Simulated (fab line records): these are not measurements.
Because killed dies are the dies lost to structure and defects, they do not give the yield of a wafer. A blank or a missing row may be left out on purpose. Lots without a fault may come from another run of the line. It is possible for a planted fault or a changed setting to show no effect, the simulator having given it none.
Which of the tools did it? / flow gf180mcu / Sampling: 24 lots, 72 wafers, 5 of 602 route steps

WHAT THE GAUGES SHOWED, per wafer
GF_V3_THK_MEAS_03.
lot=L074; measured=day 21 10:41; on=filmMetro-02; V3_CVD_02_THK (nm)=830 846 841
lot=L075; measured=day 21 19:27; on=filmMetro-02; V3_CVD_02_THK (nm)=839 857 861
lot=L076; measured=day 21 23:52; on=filmMetro-01; V3_CVD_02_THK (nm)=839 854 844
lot=L077; measured=day 22 19:32; on=filmMetro-01; V3_CVD_02_THK (nm)=847 844 848
lot=L078; measured=day 23 04:16; on=filmMetro-04; V3_CVD_02_THK (nm)=820 823 842
lot=L080; measured=day 23 13:19; on=filmMetro-04; V3_CVD_02_THK (nm)=845 862 864
lot=L079; measured=day 23 13:26; on=filmMetro-02; V3_CVD_02_THK (nm)=848 859 873
lot=L081; measured=day 23 20:34; on=filmMetro-04; V3_CVD_02_THK (nm)=843 852 873
lot=L082; measured=day 24 11:29; on=filmMetro-04; V3_CVD_02_THK (nm)=834 825 850
lot=L083; measured=day 24 16:19; on=filmMetro-02; V3_CVD_02_THK (nm)=849 859 864
lot=L084; measured=day 25 02:40; on=filmMetro-02; V3_CVD_02_THK (nm)=846 843 865
lot=L085; measured=day 25 14:05; on=filmMetro-04; V3_CVD_02_THK (nm)=843 835 852
lot=L087; measured=day 25 20:32; on=filmMetro-01; V3_CVD_02_THK (nm)=848 855 854
lot=L088; measured=day 26 02:14; on=filmMetro-02; V3_CVD_02_THK (nm)=840 854 857
lot=L086; measured=day 26 08:16; on=filmMetro-04; V3_CVD_02_THK (nm)=825 828 833
lot=L089; measured=day 26 14:11; on=filmMetro-02; V3_CVD_02_THK (nm)=830 862 847
lot=L090; measured=day 26 23:54; on=filmMetro-04; V3_CVD_02_THK (nm)=830 829 834
lot=L091; measured=day 27 03:22; on=filmMetro-04; V3_CVD_02_THK (nm)=830 843 841
lot=L092; measured=day 27 10:50; on=filmMetro-04; V3_CVD_02_THK (nm)=835 825 846
lot=L093; measured=day 27 17:39; on=filmMetro-01; V3_CVD_02_THK (nm)=849 852 844
lot=L094; measured=day 28 07:53; on=filmMetro-01; V3_CVD_02_THK (nm)=842 851 858
lot=L095; measured=day 28 08:45; on=filmMetro-02; V3_CVD_02_THK (nm)=836 845 840
lot=L096; measured=day 28 10:13; on=filmMetro-04; V3_CVD_02_THK (nm)=844 846 853
lot=L097; measured=day 28 19:59; on=filmMetro-04; V3_CVD_02_THK (nm)=847 860 853

GF_V3_RS_MEAS_24: uses a four-point probe to measure.
lot=L074; measured=day 22 11:55; on=filmMetro-04; V3_W_RS (ohm/sq)=0.328 0.325 0.331
lot=L075; measured=day 22 20:14; on=filmMetro-01; V3_W_RS (ohm/sq)=0.326 0.325 0.323
lot=L076; measured=day 22 23:52; on=filmMetro-02; V3_W_RS (ohm/sq)=0.329 0.325 0.327
lot=L077; measured=day 23 19:58; on=filmMetro-01; V3_W_RS (ohm/sq)=0.331 0.326 0.330
lot=L078; measured=day 24 04:11; on=filmMetro-02; V3_W_RS (ohm/sq)=0.325 0.330 0.327
lot=L080; measured=day 24 13:08; on=filmMetro-04; V3_W_RS (ohm/sq)=0.326 0.327 0.330
lot=L079; measured=day 24 13:35; on=filmMetro-04; V3_W_RS (ohm/sq)=0.322 0.327 0.324
lot=L081; measured=day 24 19:38; on=filmMetro-01; V3_W_RS (ohm/sq)=0.329 0.323 0.328
lot=L082; measured=day 25 10:51; on=filmMetro-01; V3_W_RS (ohm/sq)=0.331 0.323 0.323
lot=L083; measured=day 25 15:17; on=filmMetro-02; V3_W_RS (ohm/sq)=0.325 0.327 0.333
lot=L084; measured=day 26 01:13; on=filmMetro-01; V3_W_RS (ohm/sq)=0.327 0.328 0.332
lot=L085; measured=day 26 11:49; on=filmMetro-04; V3_W_RS (ohm/sq)=0.329 0.324 0.329
lot=L087; measured=day 26 18:19; on=filmMetro-01; V3_W_RS (ohm/sq)=0.332 0.331 0.334
lot=L088; measured=day 26 23:04; on=filmMetro-01; V3_W_RS (ohm/sq)=0.329 0.327 0.330
lot=L086; measured=day 27 06:25; on=filmMetro-04; V3_W_RS (ohm/sq)=0.326 0.329 0.328
lot=L089; measured=day 27 12:34; on=filmMetro-02; V3_W_RS (ohm/sq)=0.327 0.327 0.324
lot=L090; measured=day 27 21:26; on=filmMetro-04; V3_W_RS (ohm/sq)=0.333 0.333 0.326
lot=L091; measured=day 28 01:04; on=filmMetro-04; V3_W_RS (ohm/sq)=0.321 0.329 0.333
lot=L092; measured=day 28 08:35; on=filmMetro-01; V3_W_RS (ohm/sq)=0.325 0.326 0.325
lot=L093; measured=day 28 14:46; on=filmMetro-01; V3_W_RS (ohm/sq)=0.326 0.329 0.330
lot=L094; measured=day 29 04:33; on=filmMetro-01; V3_W_RS (ohm/sq)=0.324 0.328 0.324
lot=L095; measured=day 29 06:36; on=filmMetro-02; V3_W_RS (ohm/sq)=0.330 0.322 0.324
lot=L096; measured=day 29 07:59; on=filmMetro-02; V3_W_RS (ohm/sq)=0.329 0.327 0.334
lot=L097; measured=day 29 16:59; on=filmMetro-02; V3_W_RS (ohm/sq)=0.328 0.331 0.335

WHAT TOOL EACH LOT RAN ON (gives the tool, then ch and the chambers of the sampled wafers, and finally the start)
lot=L074; GF_V1_SPUTTER_21=pvdSputter-03, day 18 04:50; GF_V1_SPUTTER_22=pvdSputter-03, day 18 04:54; GF_M3_METAL_ETCH_16=rieMetal-01 ch 0,1, day 21 09:51
lot=L075; GF_V1_SPUTTER_21=pvdSputter-01, day 18 14:12; GF_V1_SPUTTER_22=pvdSputter-01, day 18 14:16; GF_M3_METAL_ETCH_16=rieMetal-01 ch 0,1, day 21 18:37
lot=L076; GF_V1_SPUTTER_21=pvdSputter-04, day 18 17:19; GF_V1_SPUTTER_22=pvdSputter-04, day 18 19:08; GF_M3_METAL_ETCH_16=rieMetal-01 ch 0,1, day 21 23:01
lot=L077; GF_V1_SPUTTER_21=pvdSputter-04, day 19 15:03; GF_V1_SPUTTER_22=pvdSputter-04, day 19 15:07; GF_M3_METAL_ETCH_16=rieMetal-01 ch 0,1, day 22 18:37
lot=L078; GF_V1_SPUTTER_21=pvdSputter-04, day 20 00:25; GF_V1_SPUTTER_22=pvdSputter-04, day 20 00:28; GF_M3_METAL_ETCH_16=rieMetal-03 ch 1, day 23 03:17
lot=L080; GF_V1_SPUTTER_21=pvdSputter-01, day 20 08:35; GF_V1_SPUTTER_22=pvdSputter-01, day 20 08:38; GF_M3_METAL_ETCH_16=rieMetal-04 ch 0,1, day 23 12:26
lot=L079; GF_V1_SPUTTER_21=pvdSputter-04, day 20 10:31; GF_V1_SPUTTER_22=pvdSputter-04, day 20 10:34; GF_M3_METAL_ETCH_16=rieMetal-03 ch 0,1, day 23 12:35
lot=L081; GF_V1_SPUTTER_21=pvdSputter-03, day 20 17:22; GF_V1_SPUTTER_22=pvdSputter-03, day 20 17:25; GF_M3_METAL_ETCH_16=rieMetal-01 ch 0,1, day 23 19:35
lot=L082; GF_V1_SPUTTER_21=pvdSputter-03, day 21 09:25; GF_V1_SPUTTER_22=pvdSputter-03, day 21 09:28; GF_M3_METAL_ETCH_16=rieMetal-04 ch 0,1, day 24 10:38
lot=L083; GF_V1_SPUTTER_21=pvdSputter-04, day 21 16:06; GF_V1_SPUTTER_22=pvdSputter-04, day 21 16:10; GF_M3_METAL_ETCH_16=rieMetal-03 ch 0,1, day 24 15:28
lot=L084; GF_V1_SPUTTER_21=pvdSputter-03, day 22 01:59; GF_V1_SPUTTER_22=pvdSputter-03, day 22 02:02; GF_M3_METAL_ETCH_16=rieMetal-01 ch 0,1, day 25 01:47
lot=L085; GF_V1_SPUTTER_21=pvdSputter-03, day 22 13:37; GF_V1_SPUTTER_22=pvdSputter-03, day 22 13:41; GF_M3_METAL_ETCH_16=rieMetal-04 ch 0,1, day 25 13:08
lot=L087; GF_V1_SPUTTER_21=pvdSputter-04, day 22 21:16; GF_V1_SPUTTER_22=pvdSputter-04, day 22 21:19; GF_M3_METAL_ETCH_16=rieMetal-01 ch 1, day 25 19:32
lot=L088; GF_V1_SPUTTER_21=pvdSputter-01, day 23 05:10; GF_V1_SPUTTER_22=pvdSputter-01, day 23 05:13; GF_M3_METAL_ETCH_16=rieMetal-04 ch 0,1, day 26 01:23
lot=L086; GF_V1_SPUTTER_21=pvdSputter-01, day 23 11:20; GF_V1_SPUTTER_22=pvdSputter-01, day 23 11:24; GF_M3_METAL_ETCH_16=rieMetal-04 ch 0,1, day 26 07:20
lot=L089; GF_V1_SPUTTER_21=pvdSputter-03, day 23 17:05; GF_V1_SPUTTER_22=pvdSputter-03, day 23 17:09; GF_M3_METAL_ETCH_16=rieMetal-01 ch 1, day 26 13:14
lot=L090; GF_V1_SPUTTER_21=pvdSputter-01, day 24 03:41; GF_V1_SPUTTER_22=pvdSputter-01, day 24 03:45; GF_M3_METAL_ETCH_16=rieMetal-01 ch 1, day 26 23:01
lot=L091; GF_V1_SPUTTER_21=pvdSputter-04, day 24 06:42; GF_V1_SPUTTER_22=pvdSputter-04, day 24 06:46; GF_M3_METAL_ETCH_16=rieMetal-04 ch 0,1, day 27 02:29
lot=L092; GF_V1_SPUTTER_21=pvdSputter-03, day 24 14:14; GF_V1_SPUTTER_22=pvdSputter-03, day 24 14:18; GF_M3_METAL_ETCH_16=rieMetal-01 ch 0,1, day 27 09:59
lot=L093; GF_V1_SPUTTER_21=pvdSputter-01, day 24 22:45; GF_V1_SPUTTER_22=pvdSputter-01, day 24 22:49; GF_M3_METAL_ETCH_16=rieMetal-03 ch 0,1, day 27 16:49
lot=L094; GF_V1_SPUTTER_21=pvdSputter-04, day 25 10:40; GF_V1_SPUTTER_22=pvdSputter-04, day 25 10:43; GF_M3_METAL_ETCH_16=rieMetal-04 ch 0,1, day 28 06:59
lot=L095; GF_V1_SPUTTER_21=pvdSputter-04, day 25 14:00; GF_V1_SPUTTER_22=pvdSputter-04, day 25 14:04; GF_M3_METAL_ETCH_16=rieMetal-01 ch 0,1, day 28 07:31
lot=L096; GF_V1_SPUTTER_21=pvdSputter-01, day 25 16:06; GF_V1_SPUTTER_22=pvdSputter-01, day 25 16:10; GF_M3_METAL_ETCH_16=rieMetal-03 ch 0,1, day 28 09:22
lot=L097; GF_V1_SPUTTER_21=pvdSputter-03, day 26 03:24; GF_V1_SPUTTER_22=pvdSputter-03, day 26 03:28; GF_M3_METAL_ETCH_16=rieMetal-04 ch 0,1, day 28 19:08
- GF_V1_SPUTTER_21: material Ti, target thk 15 nm, time 80.02 s.
- GF_V1_SPUTTER_22: material TiN, target thk 10 nm, time 40 s.
- GF_M3_METAL_ETCH_16: etches the open film in Cl2/BCl3, stops on SiO2, target depth 627.5 nm, time 104.6 s.

WHAT THE TOOLS THEMSELVES READ (means of the sampled wafers that have a number; where no wafer has one, the mark that the record gives instead)
GF_V1_SPUTTER_21.
lot=L074; tool=pvdSputter-03; chamberPressurePa (Pa)=4.998; throttleValvePct (%)=29.3
lot=L075; tool=pvdSputter-01; chamberPressurePa (Pa)=4.998; throttleValvePct (%)=30.7
lot=L076; tool=pvdSputter-04; chamberPressurePa (Pa)=5.002; throttleValvePct (%)=30.2
lot=L077; tool=pvdSputter-04; chamberPressurePa (Pa)=5.010; throttleValvePct (%)=30.2
lot=L078; tool=pvdSputter-04; chamberPressurePa (Pa)=5.000; throttleValvePct (%)=30.6
lot=L080; tool=pvdSputter-01; chamberPressurePa (Pa)=5.012; throttleValvePct (%)=29.2
lot=L079; tool=pvdSputter-04; chamberPressurePa (Pa)=5.008; throttleValvePct (%)=30.7
lot=L081; tool=pvdSputter-03; chamberPressurePa (Pa)=4.998; throttleValvePct (%)=30.1
lot=L082; tool=pvdSputter-03; chamberPressurePa (Pa)=5.008; throttleValvePct (%)=30.3
lot=L083; tool=pvdSputter-04; chamberPressurePa (Pa)=5.005; throttleValvePct (%)=30.5
lot=L084; tool=pvdSputter-03; chamberPressurePa (Pa)=4.991; throttleValvePct (%)=29.3
lot=L085; tool=pvdSputter-03; chamberPressurePa (Pa)=5.006; throttleValvePct (%)=30.1
lot=L087; tool=pvdSputter-04; chamberPressurePa (Pa)=5.005; throttleValvePct (%)=30.3
lot=L088; tool=pvdSputter-01; chamberPressurePa (Pa)=4.992; throttleValvePct (%)=31.0
lot=L086; tool=pvdSputter-01; chamberPressurePa (Pa)=4.993; throttleValvePct (%)=29.5
lot=L089; tool=pvdSputter-03; chamberPressurePa (Pa)=4.999; throttleValvePct (%)=29.9
lot=L090; tool=pvdSputter-01; chamberPressurePa (Pa)=5.011; throttleValvePct (%)=30.1
lot=L091; tool=pvdSputter-04; chamberPressurePa (Pa)=5.002; throttleValvePct (%)=29.9
lot=L092; tool=pvdSputter-03; chamberPressurePa (Pa)=5.006; throttleValvePct (%)=30.2
lot=L093; tool=pvdSputter-01; chamberPressurePa (Pa)=4.995; throttleValvePct (%)=28.8
lot=L094; tool=pvdSputter-04; chamberPressurePa (Pa)=5.006; throttleValvePct (%)=29.4
lot=L095; tool=pvdSputter-04; chamberPressurePa (Pa)=5.006; throttleValvePct (%)=30.4
lot=L096; tool=pvdSputter-01; chamberPressurePa (Pa)=4.988; throttleValvePct (%)=28.7
lot=L097; tool=pvdSputter-03; chamberPressurePa (Pa)=5.005; throttleValvePct (%)=29.6

GF_V1_SPUTTER_22.
lot=L074; tool=pvdSputter-03; chamberPressurePa (Pa)=5.005; throttleValvePct (%)=29.4
lot=L075; tool=pvdSputter-01; chamberPressurePa (Pa)=4.993; throttleValvePct (%)=30.4
lot=L076; tool=pvdSputter-04; chamberPressurePa (Pa)=4.995; throttleValvePct (%)=30.3
lot=L077; tool=pvdSputter-04; chamberPressurePa (Pa)=4.989; throttleValvePct (%)=30.3
lot=L078; tool=pvdSputter-04; chamberPressurePa (Pa)=4.994; throttleValvePct (%)=30.7
lot=L080; tool=pvdSputter-01; chamberPressurePa (Pa)=5.011; throttleValvePct (%)=29.2
lot=L079; tool=pvdSputter-04; chamberPressurePa (Pa)=5.013; throttleValvePct (%)=30.6
lot=L081; tool=pvdSputter-03; chamberPressurePa (Pa)=5.000; throttleValvePct (%)=30.2
lot=L082; tool=pvdSputter-03; chamberPressurePa (Pa)=5.006; throttleValvePct (%)=30.3
lot=L083; tool=pvdSputter-04; chamberPressurePa (Pa)=4.998; throttleValvePct (%)=30.6
lot=L084; tool=pvdSputter-03; chamberPressurePa (Pa)=5.007; throttleValvePct (%)=29.5
lot=L085; tool=pvdSputter-03; chamberPressurePa (Pa)=4.998; throttleValvePct (%)=30.0
lot=L087; tool=pvdSputter-04; chamberPressurePa (Pa)=5.002; throttleValvePct (%)=30.2
lot=L088; tool=pvdSputter-01; chamberPressurePa (Pa)=4.998; throttleValvePct (%)=30.9
lot=L086; tool=pvdSputter-01; chamberPressurePa (Pa)=5.008; throttleValvePct (%)=29.7
lot=L089; tool=pvdSputter-03; chamberPressurePa (Pa)=5.009; throttleValvePct (%)=30.0
lot=L090; tool=pvdSputter-01; chamberPressurePa (Pa)=5.002; throttleValvePct (%)=30.1
lot=L091; tool=pvdSputter-04; chamberPressurePa (Pa)=4.988; throttleValvePct (%)=29.7
lot=L092; tool=pvdSputter-03; chamberPressurePa (Pa)=5.003; throttleValvePct (%)=30.2
lot=L093; tool=pvdSputter-01; chamberPressurePa (Pa)=5.001; throttleValvePct (%)=28.8
lot=L094; tool=pvdSputter-04; chamberPressurePa (Pa)=4.995; throttleValvePct (%)=29.3
lot=L095; tool=pvdSputter-04; chamberPressurePa (Pa)=4.993; throttleValvePct (%)=30.1
lot=L096; tool=pvdSputter-01; chamberPressurePa (Pa)=5.000; throttleValvePct (%)=28.6
lot=L097; tool=pvdSputter-03; chamberPressurePa (Pa)=4.996; throttleValvePct (%)=29.7

GF_M3_METAL_ETCH_16.
lot=L074; tool=rieMetal-01; drypumpMotorCurrentA (A)=5.87; heBacksideLeakSccm (sccm)=3.03; oesProductAu (a.u.)=0.973; throttleValvePct (%)=28.247
lot=L075; tool=rieMetal-01; drypumpMotorCurrentA (A)=5.87; heBacksideLeakSccm (sccm)=3.18; oesProductAu (a.u.)=0.973; throttleValvePct (%)=28.251
lot=L076; tool=rieMetal-01; drypumpMotorCurrentA (A)=5.70; heBacksideLeakSccm (sccm)=3.22; oesProductAu (a.u.)=0.974; throttleValvePct (%)=28.244
lot=L077; tool=rieMetal-01; drypumpMotorCurrentA (A)=5.88; heBacksideLeakSccm (sccm)=3.13; oesProductAu (a.u.)=0.975; throttleValvePct (%)=28.235
lot=L078; tool=rieMetal-03; drypumpMotorCurrentA (A)=5.44; heBacksideLeakSccm (sccm)=3.11; oesProductAu (a.u.)=0.971; throttleValvePct (%)=28.250
lot=L080; tool=rieMetal-04; drypumpMotorCurrentA (A)=5.78; heBacksideLeakSccm (sccm)=3.23; oesProductAu (a.u.)=0.973; throttleValvePct (%)=28.242
lot=L079; tool=rieMetal-03; drypumpMotorCurrentA (A)=5.58; heBacksideLeakSccm (sccm)=3.35; oesProductAu (a.u.)=0.964; throttleValvePct (%)=28.264
lot=L081; tool=rieMetal-01; drypumpMotorCurrentA (A)=5.87; heBacksideLeakSccm (sccm)=3.11; oesProductAu (a.u.)=0.968; throttleValvePct (%)=28.248
lot=L082; tool=rieMetal-04; drypumpMotorCurrentA (A)=5.66; heBacksideLeakSccm (sccm)=3.62; oesProductAu (a.u.)=0.969; throttleValvePct (%)=28.251
lot=L083; tool=rieMetal-03; drypumpMotorCurrentA (A)=5.57; heBacksideLeakSccm (sccm)=3.33; oesProductAu (a.u.)=0.972; throttleValvePct (%)=28.250
lot=L084; tool=rieMetal-01; drypumpMotorCurrentA (A)=5.70; heBacksideLeakSccm (sccm)=3.17; oesProductAu (a.u.)=0.977; throttleValvePct (%)=28.256
lot=L085; tool=rieMetal-04; drypumpMotorCurrentA (A)=5.64; heBacksideLeakSccm (sccm)=3.45; oesProductAu (a.u.)=0.973; throttleValvePct (%)=28.253
lot=L087; tool=rieMetal-01; drypumpMotorCurrentA (A)=5.51; heBacksideLeakSccm (sccm)=3.24; oesProductAu (a.u.)=0.974; throttleValvePct (%)=28.240
lot=L088; tool=rieMetal-04; drypumpMotorCurrentA (A)=5.67; heBacksideLeakSccm (sccm)=3.25; oesProductAu (a.u.)=0.978; throttleValvePct (%)=28.248
lot=L086; tool=rieMetal-04; drypumpMotorCurrentA (A)=5.75; heBacksideLeakSccm (sccm)=3.12; oesProductAu (a.u.)=0.974; throttleValvePct (%)=28.254
lot=L089; tool=rieMetal-01; drypumpMotorCurrentA (A)=5.49; heBacksideLeakSccm (sccm)=3.22; oesProductAu (a.u.)=0.963; throttleValvePct (%)=28.262
lot=L090; tool=rieMetal-01; drypumpMotorCurrentA (A)=5.50; heBacksideLeakSccm (sccm)=3.31; oesProductAu (a.u.)=0.968; throttleValvePct (%)=28.247
lot=L091; tool=rieMetal-04; drypumpMotorCurrentA (A)=5.65; heBacksideLeakSccm (sccm)=3.29; oesProductAu (a.u.)=0.966; throttleValvePct (%)=28.253
lot=L092; tool=rieMetal-01; drypumpMotorCurrentA (A)=5.87; heBacksideLeakSccm (sccm)=3.10; oesProductAu (a.u.)=0.970; throttleValvePct (%)=28.253
lot=L093; tool=rieMetal-03; drypumpMotorCurrentA (A)=5.72; heBacksideLeakSccm (sccm)=3.46; oesProductAu (a.u.)=0.970; throttleValvePct (%)=28.244
lot=L094; tool=rieMetal-04; drypumpMotorCurrentA (A)=5.65; heBacksideLeakSccm (sccm)=3.39; oesProductAu (a.u.)=0.978; throttleValvePct (%)=28.247
lot=L095; tool=rieMetal-01; drypumpMotorCurrentA (A)=5.87; heBacksideLeakSccm (sccm)=3.12; oesProductAu (a.u.)=0.978; throttleValvePct (%)=28.247
lot=L096; tool=rieMetal-03; drypumpMotorCurrentA (A)=5.69; heBacksideLeakSccm (sccm)=3.56; oesProductAu (a.u.)=0.981; throttleValvePct (%)=28.248
lot=L097; tool=rieMetal-04; drypumpMotorCurrentA (A)=5.63; heBacksideLeakSccm (sccm)=3.46; oesProductAu (a.u.)=0.970; throttleValvePct (%)=28.247

THE ANSWER, worked out from the rows above alone
Rule: what is usual is taken from the lots themselves. Put in order of their means at a reading, lots are off if they are a third of the lots or fewer, leave a main group of 4 or more, and stand apart from it by a gap of 3 or more times the standard deviation of the main group's means; of several such gaps the widest counts. The tables above print the reading to a certain number of digits; a main group whose means all agree to those digits is not used. A lot without any number at a reading at which 4 lots or more have one is off too. Where the step has rows for the other lots, those lots are counted as sound. After the gauges, taken in route order, come the tools' own readings; for these a lot's mean is taken, as printed above. The first step at which some lot is off is used, and at that step the reading that is off furthest; a lot without a number counts as furthest.
Nothing can be told from this: no lot is off at any reading shown.

WHAT THE SIMULATOR HAD PUT IN
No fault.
